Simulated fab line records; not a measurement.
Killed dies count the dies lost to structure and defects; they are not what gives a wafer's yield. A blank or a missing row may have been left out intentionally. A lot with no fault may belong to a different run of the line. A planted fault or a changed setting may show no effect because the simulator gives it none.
Split-lot trial    flow sfq line    route with 325 steps; 5 lots, 27 wafers read

== SPLIT DETAILS ==
At SFQ_TRILAYER_I1_DEP_PECVD_045 (deposits SiO2 from SiH4/N2O, time 111.11 s, target thk 500 nm), the setting time s was moved away from the recipe's 111.11 s on 12 of the 27 wafers read, by -59.7% to +53.6%. All remaining wafers had this setting at the recipe value.

The split's own step is where the reading is taken.

== THE READING ==
SiO2_of_TRILAYER_I1_DEP_PECVD_045.thk nm (the simulator's own value, which no gauge read), in nm, at SFQ_TRILAYER_I1_DEP_PECVD_045 (deposits SiO2 from SiH4/N2O, time 111.11 s, target thk 500 nm). The file does not state a usual value for it. The 15 wafers here that ran the recipe average 500.8 nm, standard deviation 5.5 nm.

wafer   tool, chamber at the split  time s as run, s  against the recipe  SiO2_of_TRILAYER_I1_DEP_PECVD_045.thk nm, nm  against lot-mates on the recipe
L075.1  pecvd-03, 1                 111.11            recipe              493.7                                         -
L075.2  pecvd-03, 2                 111.11            recipe              495.1                                         -
L075.3  pecvd-03, 0                 111.11            recipe              497.4                                         -
L075.4  pecvd-03, 0                 44.8              -59.7%              203.3                                         -292.1
L075.5  pecvd-03, 2                 44.8              -59.7%              201.5                                         -293.9
L075.6  pecvd-03, 1                 44.8              -59.7%              204                                           -291.4
L078.1  pecvd-01, 1                 65.5              -41.0%              294.8                                         -205.3
L078.2  pecvd-01, 0                 65.5              -41.0%              298                                           -202.1
L078.3  pecvd-01, 2                 111.11            recipe              493.9                                         -
L078.4  pecvd-01, 0                 65.5              -41.0%              295.6                                         -204.5
L078.5  pecvd-01, 2                 111.11            recipe              497.2                                         -
L078.6  pecvd-01, 1                 111.11            recipe              509.1                                         -
L081.1  pecvd-01, 1                 111.11            recipe              497.7                                         -
L081.2  pecvd-01, 2                 140.6             +26.5%              627.3                                         +126.7
L081.3  pecvd-01, 0                 140.6             +26.5%              626.9                                         +126.3
L081.4  pecvd-01, 2                 111.11            recipe              501.9                                         -
L081.5  pecvd-01, 0                 140.6             +26.5%              635.8                                         +135.2
L081.6  pecvd-01, 1                 111.11            recipe              502.3                                         -
L082.3  pecvd-04, 1                 111.11            recipe              497                                           -
L082.4  pecvd-04, 2                 111.11            recipe              505.9                                         -
L082.5  pecvd-04, 0                 111.11            recipe              508.5                                         -
L085.1  pecvd-03, 0                 111.11            recipe              502.4                                         -
L085.2  pecvd-03, 2                 111.11            recipe              499.4                                         -
L085.3  pecvd-03, 0                 170.7             +53.6%              776.6                                         +272.3
L085.4  pecvd-03, 2                 170.7             +53.6%              778.3                                         +274.0
L085.5  pecvd-03, 2                 170.7             +53.6%              773.3                                         +269.0
L085.6  pecvd-03, 0                 111.11            recipe              511.2                                         -

FIT RESULTS
A straight line over all 27 wafers: SiO2_of_TRILAYER_I1_DEP_PECVD_045.thk nm changes by +5.03 nm for each +1% of time s; r = +1.00; the points scatter about the line by 5.2 nm.
The same after taking each lot's own level away (the mean of its wafers on the recipe; 27 wafers): +4.97 nm for each +1%; r = +1.00; scatter 4.5 nm.
According to that fit, moving time s by its largest amount changes the reading by 3e+02 nm.
Measured against the standard deviation above, the lots' own levels, which go from 495.40 to 504.33 nm, span 1.6 times it.
Consequently the slope shifts little with the lot-to-lot level, the two slopes agreeing.
Check: with one of the wafers moved furthest among these (-59.7%) left out of the fit, the line predicts -296 nm for it against its lot-mates. Against them it came out at -292 nm.

== OTHER SPLITS APPLIED TO THESE WAFERS ==
Note: prior to the reading, these wafers also went through further splits. Each is held against what the fit with the lots' levels taken away leaves over:
other split on the same wafers                     wafers away from the commonest value  r with SiO2_of_TRILAYER_I1_DEP_PECVD_045.thk nm (lot level and that fit taken away)
SFQ_TRILAYER_INCOMING_OXIDATION_002 ox time s      12                                    +0.15
SFQ_TRILAYER_L0_VIA_BARC_OPEN_VIA_ETCH_021 time s  9                                     -0.29
SFQ_TRILAYER_M0_BARC_OPEN_METAL_ETCH_031 time s    9                                     +0.00

== THE WHOLE CHAIN: every reading that the file lists as answering this split, in the file's order ==
step                           what it does                                                   reading                                                                                    change (the file's fit)                                                                        r (the file's)
SFQ_TRILAYER_I1_DEP_PECVD_045  deposits SiO2 from SiH4/N2O, time 111.11 s, target thk 500 nm  SiO2_of_TRILAYER_I1_DEP_PECVD_045.thk nm (the simulator's own value, which no gauge read)  +4.97 nm for each +1% of the setting                                                           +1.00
SFQ_TRILAYER_I1_CMP_CMP_046    polishes SiO2                                                  time to endpoint s                                                                         not straight: withheld at the lowest setting, withheld at the recipe, withheld at the highest  not given

== THE FILE'S OWN FIT ==
SiO2_of_TRILAYER_I1_DEP_PECVD_045.thk nm changes by +4.97 nm for each +1% of time s, r = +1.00.
